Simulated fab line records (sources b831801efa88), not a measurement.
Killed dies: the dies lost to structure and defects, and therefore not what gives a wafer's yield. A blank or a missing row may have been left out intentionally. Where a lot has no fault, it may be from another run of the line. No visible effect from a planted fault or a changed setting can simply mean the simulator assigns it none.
fab line records | flow sky130
record: lots: 7 | wafers: 21 | last-day: 54
route steps=708 shown LI_CONTACT@369 PAD_OPEN@708
lots with no fault: from the same line, run without faults
start-h: start of the lot's first displayed wafer, in hours after the record's first day | wait-h: time in hours since the lot's previous step | " identical to the entry in the row above | L1.1+2: one row covering several wafers at once | - no value present, or no start provided | * or withheld: withheld | < > ~ a bound
route shown NAME@n: names a module that has steps shown in the file, with the first one's number in the route | usual: average and standard deviation across the fault-free wafers | same: alike in all rows | chamber/n: place in a boat | sites: each site's reading | _std_site: standard deviation of those values | _edge_site: the outer-site mean with the inner-site mean subtracted | radius-mm: for every site, how far away it sits from the centre of the wafer | mask NAME#n: copy n | behind: the last tool/chamber to shape the wafer | hold: the reason the lot was held/the length of the hold in hours/how it ended | device: names the non-switching transistor (n, p or np) | end of line: the same wafers' tests at the end of the route | a step given without rows: its recipe and nothing more | killed: dies that structure and defects cost at the first sort, which is not the same as the wafer's yield | map: shows each die of a wafer: x if killed, . if not, _ if none is there
set.NAME: the setting that was run; set.NAME@STEP: the one run at that earlier step | model.NAME: the simulator's own value behind a step, which no gauge read
a table for each step, a row for each wafer; lots at some steps of the route
services: when a tool's chamber went out of use (start-h, in hours from the record's first day, below 0 if earlier), for how many hours, and the reason
== steps ==
step: SKY_LI_CONTACT_COAT_07
recipe: resist: KrF-thick | spin-rpm: 3000 | resist-thk-nm: 450
step: SKY_LI_CONTACT_SOFTBAKE_08
recipe: temp-c: 100 | time-s: 90 | resist: KrF-thick
step: SKY_LI_CONTACT_EXPOSE_09
recipe: mask-id: LICM1 | na: 0.8 | source-shape: annular | sigma-inner: 0.55 | sigma-outer: 0.85 | target-cd-nm: 170 | dose-mj: 38
step: SKY_LI_CONTACT_PEB_10
recipe: peb-temp-c: withheld | peb-time-s: withheld | resist: KrF-thick
step: SKY_LI_CONTACT_DEVELOP_11
recipe: develop-time-s: 60 | resist: KrF-thick | dev-temp-c: 21
step: SKY_LI_CONTACT_CD_MEAS_12
recipe: target-cd-nm: 170
usual: cd-nm: 170.1/1.3
lot.wafer | tool      | chamber | start-h | wait-h | cd-nm
L215.1    | cd-sem-02 | -       | 686.62  | -      | 170.2
L215.5    | "         | -       | "       | "      | 170.8
L215.6    | "         | -       | "       | "      | 169.2
L225.4    | cd-sem-01 | -       | 772.40  | -      | 170.9
L225.5    | "         | -       | "       | "      | 171.0
L225.6    | "         | -       | "       | "      | 170.1
L226.2    | cd-sem-01 | -       | 781.76  | -      | 169.4
L226.5    | "         | -       | "       | "      | 170.0
L226.6    | "         | -       | "       | "      | 168.9
L230.2    | cd-sem-02 | -       | 811.27  | -      | 167.5
L230.4    | "         | -       | "       | "      | 168.3
L230.5    | "         | -       | "       | "      | 168.5
L232.1    | cd-sem-02 | -       | 817.99  | -      | 169.6
L232.2    | "         | -       | "       | "      | 168.7
L232.6    | "         | -       | "       | "      | 168.6
L235.1    | cd-sem-02 | -       | 837.07  | -      | 169.6
L235.2    | "         | -       | "       | "      | 168.3
L235.5    | "         | -       | "       | "      | 169.3
L236.2    | cd-sem-01 | -       | 842.86  | -      | 169.8
L236.3    | "         | -       | "       | "      | 170.7
L236.4    | "         | -       | "       | "      | 170.1
step: SKY_LI_CONTACT_OVL_MEAS_13
usual: LI_CONTACT_OVL: -2/6
lot.wafer | tool       | chamber | start-h | wait-h | LI_CONTACT_OVL[nm]
L215.1    | overlay-01 | -       | 686.74  | 0.1    | 2
L215.5    | "          | -       | "       | "      | 2
L215.6    | "          | -       | "       | "      | -2
L225.4    | overlay-02 | -       | 772.48  | 0.1    | -7
L225.5    | "          | -       | "       | "      | -7
L225.6    | "          | -       | "       | "      | -10
L226.2    | overlay-01 | -       | 781.86  | 0.1    | 0
L226.5    | "          | -       | "       | "      | -2
L226.6    | "          | -       | "       | "      | 2
L230.2    | overlay-02 | -       | 811.37  | 0.1    | 9
L230.4    | "          | -       | "       | "      | 2
L230.5    | "          | -       | "       | "      | -5
L232.1    | overlay-02 | -       | 818.11  | 0.1    | 0
L232.2    | "          | -       | "       | "      | 4
L232.6    | "          | -       | "       | "      | -6
L235.1    | overlay-01 | -       | 837.19  | 0.1    | 2
L235.2    | "          | -       | "       | "      | 5
L235.5    | "          | -       | "       | "      | 2
L236.2    | overlay-02 | -       | 842.96  | 0.1    | -4
L236.3    | "          | -       | "       | "      | 0
L236.4    | "          | -       | "       | "      | 0
step: SKY_LI_CONTACT_ETCH_14
recipe: chemistry: N2/H2 | target: BARC | ion-energy-ev: 200 | source-w: 500 | bias-w: 100 | pressure-mtorr: 30 | n2-flow-sccm: 100 | h2-flow-sccm: 200 | stop-on: SiO2 | time-s: 45.9 | target-depth-a: 600
usual: drypump-motor-current-A: 5.6/0.38 | oes-product-au: 0.854/0.0048 | throttle-valve-pct: 13.224/0.0086
lot.wafer | tool        | chamber | start-h | wait-h | drypump-motor-current-A | oes-product-au | rf-hours-counter-h | throttle-valve-pct
L215.1    | rie-diel-04 | 3       | 686.77  | 0.0    | 5.0                     | 0.856          | 3                  | 13.230
L215.5    | "           | 0       | "       | "      | 5.3                     | 0.856          | -                  | 13.223
L215.6    | "           | 3       | "       | "      | 5.0                     | 0.860          | -                  | 13.226
L225.4    | rie-diel-04 | 2       | 772.52  | 0.0    | 5.5                     | 0.849          | -                  | 13.221
L225.5    | "           | 1       | "       | "      | 5.7                     | 0.852          | -                  | 13.218
L225.6    | "           | 3       | "       | "      | 5.0                     | 0.856          | -                  | 13.212
L226.2    | rie-diel-04 | 2       | 781.89  | 0.0    | 5.5                     | 0.852          | 1                  | 13.222
L226.5    | "           | 0       | "       | "      | 5.3                     | 0.848          | -                  | 13.223
L226.6    | "           | 3       | "       | "      | 5.0                     | 0.855          | -                  | 13.203
L230.2    | rie-diel-04 | 3       | 811.40  | 0.0    | 5.0                     | 0.850          | 6                  | 13.227
L230.4    | "           | 0       | "       | "      | 5.4                     | 0.855          | 1                  | 13.204
L230.5    | "           | 3       | "       | "      | 5.0                     | 0.856          | -                  | 13.221
L232.1    | rie-diel-02 | 0       | 818.14  | 0.0    | 5.8                     | 0.857          | 15                 | 13.222
L232.2    | "           | 1       | "       | "      | 5.5                     | 0.853          | 20                 | 13.227
L232.6    | "           | 3       | "       | "      | 6.1                     | 0.861          | -                  | 13.223
L235.1    | rie-diel-02 | 3       | 837.22  | 0.0    | 6.1                     | 0.857          | 5                  | 13.229
L235.2    | "           | 2       | "       | "      | 5.9                     | 0.854          | 8                  | 13.229
L235.5    | "           | 2       | "       | "      | 5.8                     | 0.849          | -                  | 13.237
L236.2    | rie-diel-02 | 3       | 842.99  | 0.0    | 6.1                     | 0.860          | 5                  | 13.221
L236.3    | "           | 0       | "       | "      | 5.8                     | 0.856          | 16                 | 13.224
L236.4    | "           | 2       | "       | "      | 5.9                     | 0.853          | 8                  | 13.236
step: SKY_LI_CONTACT_ETCH_15
recipe: target: PSG | chemistry: C4F8/O2/Ar | stop-on: Si | taper-deg: 4.15 | mask-material: KrF-thick | source-w: 1500 | bias-w: 1200 | pressure-mtorr: 40 | c4f8-flow-sccm: withheld | O2_flow_sccm: 6 | Ar_flow_sccm: 300 | time-s: withheld | target-depth-a: 6000
usual: oes-product-au: 0.837/0.0044
lot.wafer | tool        | chamber | start-h | wait-h | oes-product-au
L215.1    | rie-diel-04 | 3       | 686.81  | 0.0    | 0.842
L215.5    | "           | 0       | "       | "      | 0.842
L215.6    | "           | 3       | "       | "      | 0.840
L225.4    | rie-diel-04 | 2       | 772.58  | 0.0    | 0.840
L225.5    | "           | 1       | "       | "      | 0.835
L225.6    | "           | 3       | "       | "      | 0.830
L226.2    | rie-diel-04 | 2       | 781.93  | 0.0    | 0.839
L226.5    | "           | 0       | "       | "      | 0.835
L226.6    | "           | 3       | "       | "      | 0.832
L230.2    | rie-diel-04 | 3       | 811.44  | 0.0    | 0.838
L230.4    | "           | 0       | "       | "      | 0.829
L230.5    | "           | 3       | "       | "      | 0.830
L232.1    | rie-diel-02 | 0       | 818.19  | 0.0    | 0.840
L232.2    | "           | 1       | "       | "      | 0.838
L232.6    | "           | 3       | "       | "      | 0.837
L235.1    | rie-diel-02 | 3       | 837.27  | 0.0    | 0.831
L235.2    | "           | 2       | "       | "      | 0.830
L235.5    | "           | 2       | "       | "      | 0.842
L236.2    | rie-diel-02 | 3       | 843.03  | 0.0    | 0.837
L236.3    | "           | 0       | "       | "      | 0.832
L236.4    | "           | 2       | "       | "      | 0.834
step: SKY_LI_CONTACT_STRIP_16
recipe: chemistry: O2/N2 | power-w: 1400 | pressure-mtorr: 1500 | platen-temp-c: withheld | o2-flow-sccm: 3000 | n2-flow-sccm: 300 | overash-fraction: 0.5
usual: drypump-motor-current-A: 5.8/0.36 | oes-product-au: 0.376/0.0044 | strip-time-to-endpoint-s: 3.495/0.023
lot.wafer | tool            | chamber | start-h | wait-h | drypump-motor-current-A | oes-product-au | rf-hours-counter-h | strip-time-to-endpoint-s
L215.1    | plasma-asher-04 | 1       | 686.90  | -      | 5.6                     | 0.372          | 104                | 3.479
L215.5    | "               | 1       | "       | "      | 5.7                     | 0.377          | -                  | 3.516
L215.6    | "               | 0       | "       | "      | 5.6                     | 0.372          | -                  | 3.487
L225.4    | plasma-asher-04 | 0       | 772.66  | -      | 5.5                     | 0.378          | -                  | 3.444
L225.5    | "               | 0       | "       | "      | 5.5                     | 0.381          | -                  | 3.500
L225.6    | "               | 1       | "       | "      | 5.7                     | 0.374          | -                  | 3.446
L226.2    | plasma-asher-02 | 1       | 782.02  | -      | 5.9                     | 0.380          | 91                 | 3.487
L226.5    | "               | 0       | "       | "      | 6.4                     | 0.383          | -                  | 3.528
L226.6    | "               | 1       | "       | "      | 5.9                     | 0.371          | -                  | 3.467
L230.2    | plasma-asher-04 | 0       | 811.53  | -      | 5.6                     | 0.372          | 6                  | 3.477
L230.4    | "               | 0       | "       | "      | 5.6                     | 0.380          | -                  | 3.540
L230.5    | "               | 0       | "       | "      | 5.5                     | 0.384          | -                  | 3.480
L232.1    | plasma-asher-02 | 0       | 818.27  | -      | 6.4                     | 0.374          | 95                 | 3.486
L232.2    | "               | 1       | "       | "      | 5.9                     | 0.376          | 95                 | 3.482
L232.6    | "               | 0       | "       | "      | 6.4                     | 0.378          | -                  | 3.518
L235.1    | plasma-asher-04 | 0       | 837.35  | -      | 5.5                     | 0.374          | 7                  | 3.500
L235.2    | "               | 1       | "       | "      | 5.7                     | 0.376          | 7                  | 3.489
L235.5    | "               | 1       | "       | "      | 5.7                     | 0.376          | -                  | 3.500
L236.2    | plasma-asher-04 | 0       | 843.12  | -      | 5.6                     | 0.383          | 8                  | 3.526
L236.3    | "               | 1       | "       | "      | 5.7                     | 0.381          | -                  | 3.516
L236.4    | "               | 0       | "       | "      | 5.5                     | 0.379          | -                  | 3.505
step: SKY_LI_CONTACT_CLEAN_17
recipe: chemistry: NMP | time-s: 600 | temp-c: 60 | dry: n2-spin
step: SKY_LI_CONTACT_PRE_CLEAN_18
recipe: gas: Ar | time-s: 5.6 | bias-v: 358
step: SKY_LI_CONTACT_SPUTTER_19
recipe: material: Ti | target-thk-nm: 20 | chamber-pressure-pa: 5 | power-w: 2500 | substrate-temp-c: 200 | time-s: 106.37
usual: throttle-valve-pct: 29.4/1.1
lot.wafer | tool           | chamber | start-h | wait-h | throttle-valve-pct
L215.1    | pvd-sputter-02 | -       | 687.21  | 0.0    | 28.9
L215.5    | "              | -       | "       | "      | 29.2
L215.6    | "              | -       | "       | "      | 28.8
L232.1    | pvd-sputter-02 | -       | 818.58  | 0.0    | 30.1
L232.2    | "              | -       | "       | "      | 29.0
L232.6    | "              | -       | "       | "      | 29.8
L235.1    | pvd-sputter-02 | -       | 837.65  | 0.0    | 29.9
L235.2    | "              | -       | "       | "      | 27.8
L235.5    | "              | -       | "       | "      | 27.9
L236.2    | pvd-sputter-02 | -       | 843.41  | 0.0    | 28.7
L236.3    | "              | -       | "       | "      | 27.7
L236.4    | "              | -       | "       | "      | 30.1
L225.4    | pvd-sputter-04 | -       | 892.93  | 120.0  | 29.3
L225.5    | "              | -       | "       | "      | 29.4
L225.6    | "              | -       | "       | "      | 29.9
L226.2    | pvd-sputter-02 | -       | 902.52  | 120.0  | 29.1
L226.5    | "              | -       | "       | "      | 29.0
L226.6    | "              | -       | "       | "      | 28.7
L230.2    | pvd-sputter-04 | -       | 931.84  | 120.0  | 29.6
L230.4    | "              | -       | "       | "      | 32.6
L230.5    | "              | -       | "       | "      | 29.2
step: SKY_LI_CONTACT_SPUTTER_20
recipe: material: TiN | target-thk-nm: 20 | chamber-pressure-pa: 5 | power-w: 4000 | time-s: 80
usual: throttle-valve-pct: 29.4/1.1
lot.wafer | tool           | chamber | start-h | wait-h | throttle-valve-pct
L215.1    | pvd-sputter-02 | -       | 687.29  | 0.0    | 29.2
L215.5    | "              | -       | "       | "      | 29.0
L215.6    | "              | -       | "       | "      | 29.0
L232.1    | pvd-sputter-02 | -       | 818.66  | 0.0    | 29.7
L232.2    | "              | -       | "       | "      | 29.0
L232.6    | "              | -       | "       | "      | 29.8
L235.1    | pvd-sputter-02 | -       | 837.72  | 0.0    | 30.2
L235.2    | "              | -       | "       | "      | 27.7
L235.5    | "              | -       | "       | "      | 28.0
L236.2    | pvd-sputter-02 | -       | 843.49  | 0.0    | 28.9
L236.3    | "              | -       | "       | "      | 27.9
L236.4    | "              | -       | "       | "      | 30.1
L225.4    | pvd-sputter-04 | -       | 893.01  | 0.0    | 29.1
L225.5    | "              | -       | "       | "      | 29.1
L225.6    | "              | -       | "       | "      | 29.8
L226.2    | pvd-sputter-02 | -       | 902.60  | 0.0    | 28.9
L226.5    | "              | -       | "       | "      | 28.8
L226.6    | "              | -       | "       | "      | 28.9
L230.2    | pvd-sputter-04 | -       | 931.92  | 0.0    | 29.6
L230.4    | "              | -       | "       | "      | 32.0
L230.5    | "              | -       | "       | "      | 29.3
step: SKY_PAD_OPEN_PROBE_99
usual: killed_at_M0_to_M3: 44/8.6 | killed_at_M4_up: 3.4/1.9 | killed-at-contacts: 23/5.7 | killed-at-front-end: 15/4.5 | killed-at-other: 0.4/0.62 | killed-dies: 86/11 | killed-open: 46/7.6 | killed-short: 39/6.3
same: gross-dies: 492 | killed-at-back-side: 0
lot.wafer | tool      | chamber | start-h | wait-h | killed_at_M0_to_M3 | killed_at_M4_up | killed-at-contacts | killed-at-front-end | killed-at-other | killed-dies | killed-open | killed-short | model.etest.licon-ndiff.rc-ohm | model.etest.sonos-uncharged.r-on-ohm-um | model.etest.licon-poly.rc-ohm
L215.1    | prober-02 | -       | 1085.39 | 0.1    | 32                 | 3               | 19                 | 7                   | 1               | 62          | 37          | 25           | 183.3                          | 812.3                                   | 148.5
L215.5    | prober-02 | -       | 1085.59 | 0.2    | 35                 | 6               | 23                 | 15                  | 0               | 79          | 37          | 42           | 182.9                          | 824.1                                   | 156.5
L215.6    | prober-02 | -       | 1085.64 | 0.2    | 30                 | 3               | 31                 | 8                   | 0               | 72          | 42          | 30           | 181.5                          | 795.7                                   | 147.8
L232.1    | prober-01 | -       | 1180.14 | 0.1    | 61                 | 2               | 24                 | 13                  | 0               | 100         | 49          | 51           | 181.5                          | 821.4                                   | 156.8
L232.2    | prober-01 | -       | 1180.19 | 0.1    | 61                 | 3               | 28                 | 20                  | 0               | 112         | 66          | 46           | 184.8                          | 804.2                                   | 151.9
L232.6    | prober-01 | -       | 1180.39 | 0.2    | 30                 | 7               | 19                 | 20                  | 1               | 77          | 44          | 33           | 185.7                          | 818.2                                   | 153.3
L235.1    | prober-02 | -       | 1190.71 | 0.1    | 49                 | 5               | 25                 | 18                  | 0               | 97          | 50          | 45           | 185.4                          | 810.6                                   | 157.3
L235.2    | prober-02 | -       | 1190.76 | 0.1    | 32                 | 1               | 31                 | 14                  | 0               | 78          | 41          | 36           | 182.6                          | 824                                     | 154.6
L235.5    | prober-02 | -       | 1190.91 | 0.2    | 31                 | 3               | 25                 | 18                  | 0               | 77          | 40          | 36           | 182.7                          | 810.4                                   | 152.8
L236.2    | prober-01 | -       | 1194.97 | 0.1    | 45                 | 5               | 18                 | 17                  | 0               | 85          | 52          | 33           | 179                            | 808.9                                   | 152.5
L236.3    | prober-01 | -       | 1195.02 | 0.2    | 39                 | 3               | 22                 | 13                  | 1               | 78          | 43          | 34           | 181.3                          | 812.9                                   | 154
L236.4    | prober-01 | -       | 1195.07 | 0.2    | 33                 | 2               | 15                 | 10                  | 1               | 61          | 34          | 27           | 188.9                          | 798.3                                   | 153.1
L225.4    | prober-02 | -       | 1266.11 | 0.2    | 41                 | 8               | 22                 | 22                  | 0               | 93          | 55          | 36           | 203.3                          | 828                                     | 162.1
L225.5    | prober-02 | -       | 1266.16 | 0.2    | 32                 | 4               | 24                 | 21                  | 0               | 81          | 40          | 40           | 205.7                          | 834.1                                   | 159.5
L225.6    | prober-02 | -       | 1266.21 | 0.2    | 44                 | 3               | 26                 | 19                  | 0               | 92          | 56          | 35           | 201.8                          | 822.8                                   | 160.8
L226.2    | prober-01 | -       | 1275.79 | 0.1    | 46                 | 5               | 28                 | 15                  | 0               | 94          | 54          | 40           | 201.4                          | 819.4                                   | 155.7
L226.5    | prober-01 | -       | 1275.94 | 0.2    | 43                 | 5               | 27                 | 21                  | 0               | 96          | 47          | 49           | 200.4                          | 827.2                                   | 162.4
L226.6    | prober-01 | -       | 1275.99 | 0.2    | 32                 | 1               | 30                 | 19                  | 0               | 82          | 38          | 44           | 203.6                          | 817.9                                   | 168.2
L230.2    | prober-01 | -       | 1296.69 | 0.1    | 57                 | 4               | 22                 | 17                  | 2               | 102         | 50          | 50           | 215.2                          | 809                                     | 162.6
L230.4    | prober-01 | -       | 1296.79 | 0.2    | 31                 | 3               | 21                 | 16                  | 1               | 72          | 31          | 40           | 201.3                          | 825.8                                   | 162.5
L230.5    | prober-01 | -       | 1296.84 | 0.2    | 31                 | 2               | 28                 | 14                  | 1               | 76          | 43          | 32           | 200.8                          | 815.6                                   | 168.6
killed by level:class
L215.1 VIA1:geometric-particle:open=11 CONTACT:geometric-particle:open=7 LI_CONTACT:geometric-particle:open=6 VIA1:geometric-particle:short=4 VIA2:geometric-particle:short=4 POLY_GATE:geometric-particle:open=3 LI_CONTACT:geometric-particle:short=3 LOCAL_INTERCONNECT:geometric-particle:short=3
L215.5 CONTACT:geometric-particle:open=8 VIA1:geometric-particle:open=8 CONTACT:geometric-particle:short=7 METAL2:geometric-particle:short=6 VIA2:geometric-particle:open=6 VIA3:geometric-particle:open=5 FIELD_ISO:geometric-particle:short=3 METAL1:geometric-particle:short=3
L215.6 CONTACT:geometric-particle:open=14 VIA1:geometric-particle:open=11 CONTACT:geometric-particle:short=7 LI_CONTACT:geometric-particle:open=5 VIA2:geometric-particle:open=4 LOCAL_INTERCONNECT:geometric-particle:short=3 VIA1:geometric-particle:short=3 METAL4:geometric-particle:short=3
L232.1 VIA3:geometric-particle:open=12 METAL1:geometric-particle:short=8 VIA1:geometric-particle:open=8 LI_CONTACT:geometric-particle:open=7 METAL2:geometric-particle:short=6 VIA1:geometric-particle:short=6 CONTACT:geometric-particle:open=5 METAL3:geometric-particle:short=5
L232.2 VIA1:geometric-particle:open=20 CONTACT:geometric-particle:open=15 VIA2:geometric-particle:open=9 VIA3:geometric-particle:open=8 VIA2:geometric-particle:short=6 FIELD_ISO:geometric-particle:open=5 POLY_GATE:geometric-particle:open=5 LI_CONTACT:geometric-particle:short=5
L232.6 VIA2:geometric-particle:open=11 CONTACT:geometric-particle:open=9 CONTACT:geometric-particle:short=7 POLY_GATE:geometric-particle:open=5 METAL2:geometric-particle:short=5 FIELD_ISO:geometric-particle:open=4 FIELD_ISO:geometric-particle:short=4 METAL4:geometric-particle:short=4
L235.1 VIA2:geometric-particle:open=9 METAL1:geometric-particle:short=9 LI_CONTACT:geometric-particle:open=8 CONTACT:geometric-particle:open=7 VIA1:geometric-particle:open=6 POLY_GATE:geometric-particle:short=5 VIA1:geometric-particle:short=5 VIA3:geometric-particle:open=5
L235.2 CONTACT:geometric-particle:open=11 VIA1:geometric-particle:open=10 METAL1:geometric-particle:short=9 LI_CONTACT:geometric-particle:open=8 CONTACT:geometric-particle:short=7 FIELD_ISO:geometric-particle:open=4 POLY_GATE:geometric-particle:short=4 LI_CONTACT:geometric-particle:short=3
L235.5 POLY_GATE:geometric-particle:short=7 LI_CONTACT:geometric-particle:open=7 CONTACT:geometric-particle:open=7 VIA2:geometric-particle:open=7 VIA1:geometric-particle:open=7 CONTACT:geometric-particle:short=5 METAL1:geometric-particle:short=5 FIELD_ISO:geometric-particle:short=4
L236.2 VIA1:geometric-particle:open=11 VIA2:geometric-particle:open=9 LI_CONTACT:geometric-particle:open=8 METAL3:geometric-particle:short=6 POLY_GATE:geometric-particle:open=5 METAL2:geometric-particle:short=5 FIELD_ISO:geometric-particle:open=4 METAL1:geometric-particle:short=4
L236.3 CONTACT:geometric-particle:open=9 METAL1:geometric-particle:short=8 VIA1:geometric-particle:open=8 VIA2:geometric-particle:open=7 LI_CONTACT:geometric-particle:open=6 METAL2:geometric-particle:short=6 POLY_GATE:geometric-particle:short=5 VIA2:geometric-particle:short=4
L236.4 LI_CONTACT:geometric-particle:open=5 METAL1:geometric-particle:short=5 METAL2:geometric-particle:short=5 CONTACT:geometric-particle:short=4 CONTACT:geometric-particle:open=4 METAL1:geometric-particle:open=4 VIA1:geometric-particle:open=4 VIA2:geometric-particle:open=4
L225.4 CONTACT:geometric-particle:open=9 VIA2:geometric-particle:open=9 LI_CONTACT:geometric-particle:open=8 VIA1:geometric-particle:open=7 VIA3:geometric-particle:open=7 METAL4:geometric-particle:short=6 POLY_GATE:geometric-particle:open=6 METAL2:geometric-particle:short=5
L225.5 CONTACT:geometric-particle:open=10 FIELD_ISO:geometric-particle:short=9 VIA3:geometric-particle:open=8 VIA1:geometric-particle:open=7 FIELD_ISO:geometric-particle:open=4 LI_CONTACT:geometric-particle:open=4 LOCAL_INTERCONNECT:geometric-particle:short=4 POLY_GATE:geometric-particle:open=3
L225.6 VIA1:geometric-particle:open=12 CONTACT:geometric-particle:open=12 METAL1:geometric-particle:short=9 FIELD_ISO:geometric-particle:open=8 VIA3:geometric-particle:open=6 LI_CONTACT:geometric-particle:open=5 FIELD_ISO:geometric-particle:short=4 LOCAL_INTERCONNECT:geometric-particle:short=4
L226.2 VIA1:geometric-particle:open=14 CONTACT:geometric-particle:open=11 LI_CONTACT:geometric-particle:open=8 METAL2:geometric-particle:short=7 VIA2:geometric-particle:open=7 VIA3:geometric-particle:short=5 POLY_GATE:geometric-particle:open=4 LI_CONTACT:geometric-particle:short=4
L226.5 VIA1:geometric-particle:open=9 VIA3:geometric-particle:open=8 LI_CONTACT:geometric-particle:open=8 FIELD_ISO:geometric-particle:open=7 FIELD_ISO:geometric-particle:short=6 LOCAL_INTERCONNECT:geometric-particle:short=6 VIA2:geometric-particle:open=6 METAL1:geometric-particle:short=5
L226.6 LOCAL_INTERCONNECT:geometric-particle:short=11 VIA1:geometric-particle:open=11 LI_CONTACT:geometric-particle:open=7 FIELD_ISO:geometric-particle:short=6 FIELD_ISO:geometric-particle:open=5 POLY_GATE:geometric-particle:open=5 LI_CONTACT:geometric-particle:short=4 CONTACT:geometric-particle:open=4
L230.2 VIA1:geometric-particle:open=13 LI_CONTACT:geometric-particle:open=8 METAL1:geometric-particle:short=7 VIA2:geometric-particle:open=7 FIELD_ISO:geometric-particle:short=6 METAL2:geometric-particle:short=6 CONTACT:geometric-particle:open=5 VIA1:geometric-particle:short=5
L230.4 LI_CONTACT:geometric-particle:open=7 METAL1:geometric-particle:short=7 VIA1:geometric-particle:open=5 CONTACT:geometric-particle:short=5 FIELD_ISO:geometric-particle:short=4 METAL3:geometric-particle:short=4 LI_CONTACT:geometric-particle:short=4 CONTACT:geometric-particle:open=4
L230.5 CONTACT:geometric-particle:open=11 LI_CONTACT:geometric-particle:open=7 VIA3:geometric-particle:open=6 CONTACT:geometric-particle:short=6 METAL3:geometric-particle:short=5 POLY_GATE:geometric-particle:open=4 METAL2:geometric-particle:short=4 VIA2:geometric-particle:open=4
== services ==
tool            | chamber | start-h | hours | kind
rie-diel-04     | 2       | 664.00  | 4.5   | repair
pvd-sputter-02  | -       | 673.01  | 1.7   | repair
rie-diel-04     | 1       | 701.45  | 7.3   | repair
rie-diel-04     | 1       | 723.94  | 35.9  | repair
pvd-sputter-04  | -       | 730.61  | 5.0   | repair
plasma-asher-04 | -       | 733.75  | 9.0   | pm
plasma-asher-02 | -       | 738.62  | 2.1   | repair
plasma-asher-04 | -       | 777.00  | 2.8   | pm
rie-diel-04     | 1       | 792.43  | 6.5   | repair
pvd-sputter-02  | -       | 799.91  | 0.6   | repair
plasma-asher-04 | -       | 819.08  | 15.6  | pm
rie-diel-04     | 2       | 823.70  | 9.5   | repair
pvd-sputter-02  | -       | 825.87  | 0.9   | repair
rie-diel-04     | -       | 834.95  | 2.8   | pm
pvd-sputter-02  | -       | 849.72  | 0.6   | repair
pvd-sputter-02  | -       | 857.54  | 1.0   | repair
rie-diel-04     | 3       | 865.53  | 6.7   | repair
plasma-asher-02 | -       | 881.36  | 1.2   | repair
rie-diel-02     | -       | 883.59  | 0.3   | repair
rie-diel-04     | 2       | 898.06  | 4.4   | repair
plasma-asher-04 | -       | 899.67  | 3.3   | repair
rie-diel-02     | 3       | 902.00  | 4.9   | repair
plasma-asher-02 | -       | 908.21  | 11.7  | repair
rie-diel-02     | 0       | 919.56  | 2.9   | repair
== key ==
first-sign: step: SKY_LI_CONTACT_SPUTTER_19 | reading: wait-h | direction: changed
effect none on later readings
model-effect: step: SKY_PAD_OPEN_PROBE_99 | value: etest.licon-ndiff.rc-ohm | without: 182.1 | struck: 203.7
met-at SKY_LI_CONTACT_SPUTTER_19
struck-wafers L225.4,L225.5,L225.6,L226.2,L226.5,L226.6,L230.2,L230.4,L230.5
tester-left-out L225,L226,L230
fault: kind: queue-time-violation | tool: pvd-sputter-01,pvd-sputter-02,pvd-sputter-04 | chamber: - | onset-h: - | steps: SKY_LI_CONTACT_SPUTTER_19 | delay-hr: 120 | scope: struck-wafers-only
tester-left-out: of these lots the tester's yield and bins aren't shown, on N5 and GAA mostly nor the transistor test; their killed dies are dies lost to structure and defects alone, not to doping, threshold or leakage, so they don't give the yield
